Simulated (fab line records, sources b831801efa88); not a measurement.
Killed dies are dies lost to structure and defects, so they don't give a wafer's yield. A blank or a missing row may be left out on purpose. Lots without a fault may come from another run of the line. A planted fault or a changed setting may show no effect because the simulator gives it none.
Which tool did it? | flow sky130 | 6 lots, 18 wafers sampled, at 2 steps of a route of 708

WHAT THE GAUGES READ, wafer by wafer
SKY_VT_ADJUST_NCORE_TW_MEAS_11.
lot  | measured     | on            | VT_ADJUST_NCORE_TW
L289 | day 9 10:36  | film_metro-02 | 218.4 217.6 217.2
L294 | day 10 23:28 | film_metro-03 | 221.3 220.8 220.9
L296 | day 11 18:34 | film_metro-03 | 219.9 220.3 220.4
L298 | day 12 02:13 | film_metro-03 | 220.3 219.2 218.4
L303 | day 13 23:57 | film_metro-01 | 240.6 240.0 240.8
L308 | day 15 01:09 | film_metro-01 | 226.1 225.6 225.5

WHICH TOOL RAN EACH LOT (tool, then ch and the chambers of the sampled wafers, then the start)
lot  | SKY_VT_ADJUST_NCORE_IMPLANT_09
L289 | implanter-02 ch 0, day 9 10:21
L294 | implanter-04 ch 0, day 10 23:15
L296 | implanter-04 ch 0, day 11 18:19
L298 | implanter-04 ch 0, day 12 01:58
L303 | implanter-02 ch 0, day 13 23:42
L308 | implanter-04 ch 0, day 15 00:54
- SKY_VT_ADJUST_NCORE_IMPLANT_09

THE ANSWER, worked out from the rows above alone
Rule: what is usual is taken from the lots themselves. Put in order of their means at a reading, lots are off if they are a third of the lots or fewer, leave a main group of 4 or more, and stand apart from it by a gap of 3 or more times the standard deviation of the main group's means; of several such gaps the widest counts. A main group whose means are all the same, to the digits that the tables above print for the reading, isn't used. A lot without any number at a reading at which 4 lots or more have one is off too. The other lots that the step has rows for count as sound.
Off: L303, at SKY_VT_ADJUST_NCORE_TW_MEAS_11 (VT_ADJUST_NCORE_TW). The main group: mean 220.8, standard deviation 2.7.
A tool fits if, at a process step before that reading, it ran every lot that is off, and no sound lot after the first of them. The gauges at SKY_VT_ADJUST_NCORE_TW_MEAS_11 are tried like those tools. One fits: implanter-02 at SKY_VT_ADJUST_NCORE_IMPLANT_09. Its last sound lot is L289 (day 9 10:21), its first lot that is off L303 (day 13 23:42): a fault that began between those two fits.

WHAT THE SIMULATOR HAD PUT IN
Process parameter drift: implanter-02, from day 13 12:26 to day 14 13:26, at SKY_VT_ADJUST_NCORE_IMPLANT_09. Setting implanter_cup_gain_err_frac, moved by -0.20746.
Lots struck among those shown: L303. The rule above found the same.
